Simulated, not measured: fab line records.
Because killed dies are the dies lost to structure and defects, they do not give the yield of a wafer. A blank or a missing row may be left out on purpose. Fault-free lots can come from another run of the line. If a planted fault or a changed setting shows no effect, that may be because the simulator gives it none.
Comparing a struck lot with a sound one :: flow sky130 :: 15 steps out of a route of 708
Sound: wafers L444.1, L444.2, L444.6. The struck wafers were L436.1, L436.4, L436.5. The cause is given at the end.
Per side, at each step with rows, come the tool, then ch with its chambers, and then its first start. Under that, the readings that differ: sound wafers :: struck wafers :: difference of the means :: sigmas: that difference in standard deviations of wafers without a fault.
alike: words and numbers the same on both sides, and readings whose means are apart by under 2 such deviations; not compared: readings that were withheld, readings missing a value for some wafer, numbers with overlapping values and no deviation given by the record, and bounds like >300 which may hide the same value.
A row with sigmas, a row that says differs or no value, or rows on one side alone: a step with any of these is where the two part. When numbers do not overlap yet have no deviation, they are printed without sigmas and do not part them. A reading missing from all wafers of one side parts the sides only when that side holds two or more wafers.

first, 4 steps without rows for these wafers: SKY_VIA2_SOFTBAKE_08 (time 90 s); SKY_VIA2_EXPOSE_09 (exposes mask VIM2, target cd 200 nm); SKY_VIA2_PEB_10; SKY_VIA2_DEVELOP_11 (develop time 60 s).
SKY_VIA2_CD_MEAS_12: target cd 200 nm.
  sound on cd-sem-02, day 42 15:56; struck on cd-sem-02, day 40 07:10
  alike: cd-nm
SKY_VIA2_OVL_MEAS_13:
  sound on overlay-01, day 42 16:04; struck on overlay-02, day 40 07:17
  alike: VIA2_OVL
SKY_VIA2_ETCH_14: etches BARC in N2/H2, stops on SiO2, time 45.9 s, target depth 60 nm.
  sound on rie-diel-03 ch 0,2, day 42 16:05; struck on rie-diel-03 ch 1,2,3, day 40 07:19
  alike: drypump-motor-current-A, n2-flow-sccm, oes-product-au, throttle-valve-pct
  not compared: rf-hours-counter-h
SKY_VIA2_ETCH_15: etches SiO2 in C4F8/O2/Ar, stops on TiN, target depth 546 nm, time 84 s.
  sound on rie-diel-03 ch 0,2, day 42 16:08; struck on rie-diel-03 ch 1,2,3, day 40 07:22
  alike: oes-product-au
  not compared: rf-hours-counter-h
SKY_VIA2_STRIP_16: strips in O2/N2.
  sound on plasma-asher-02 ch 0,1, day 42 16:12; struck on plasma-asher-02 ch 0,1, day 40 07:26
  alike: drypump-motor-current-A, n2-flow-sccm, oes-product-au, strip-time-to-endpoint-s
  not compared: rf-hours-counter-h
then, 3 steps without rows for these wafers: SKY_VIA2_STRIP_17 (strips in post etch residue remover, time 1200 s); SKY_VIA2_CLEAN_18 (cleans in IPA, time 180 s); SKY_VIA2_CLEAN_19 (cleans in O3/DIW).
SKY_VIA2_SPUTTER_20: material TiN, target thk 20 nm, time 80 s.
  sound on pvd-sputter-04, day 42 16:58; struck on pvd-sputter-04, day 40 08:03
  no value came back on the struck wafers for cathode-dc-power-W (W), chamber-pressure-pa (Pa), throttle-valve-pct (%); on the sound wafers cathode-dc-power-W (W) reads 4000.1 3999.6 4000.4
SKY_VIA2_CVD_21: deposits W, target thk 420 nm, time 126.4 s.
  sound on cvd-w-01 ch 0,1, day 42 17:01; struck on cvd-w-01 ch 0,1, day 40 08:07
  alike: heater-power-w
  not compared: since-wet-clean-h
-- the record jumps here: 9 days lie between the struck wafers' starts before and after (it left off in module VIA2 and takes up again in module PAD_OPEN, whose first step shown is number 708 of the route) --
SKY_PAD_OPEN_PROBE_99:
  sound on prober-01, day 50 15:51; struck on prober-01, day 48 21:08
reading: hold
sound: - - -
struck: await-dispo/1.5h/scrap await-dispo/1.5h/scrap await-dispo/1.5h/scrap
difference: no value on the sound wafers
sigmas: 

reading: defect-limited-yield (%)
sound: 84.3 82.5 80.3
struck: 0 0 0
difference: -82
sigmas: -41

reading: killed_at_M0_to_M3
sound: 36 42 43
struck: 455 452 440
difference: +409
sigmas: +62

reading: killed-dies
sound: 77 86 97
struck: 492 492 492
difference: +405
sigmas: +42

reading: killed-on-rim
sound: 16 18 20
struck: 96 96 96
difference: +78
sigmas: +20

reading: sort_bin_5_function (%)
sound: 8.5 10.6 10.6
struck: 94.5 93.5 88.6
difference: +82.3
sigmas: +55

reading: sort-n-pass
sound: 415 406 395
struck: 0 0 0
difference: -405
sigmas: -42

reading: sort-yield-pct (%)
sound: 84.3 82.5 80.3
struck: 0 0 0
difference: -82
sigmas: -41
  alike: killed_at_M4_up, killed-at-contacts, killed-at-front-end, killed-at-other, killed-open, killed-short, sort_bin_3_pad_short, sort_bin_6_memory

## WHERE THEY PART
At SKY_VIA2_SPUTTER_20 first; at SKY_PAD_OPEN_PROBE_99 last (within this record only).

WHY: what had been put in by the simulator
At SKY_VIA2_SPUTTER_20, the step was skipped entirely on pvd-sputter-04 from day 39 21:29 on. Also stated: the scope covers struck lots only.
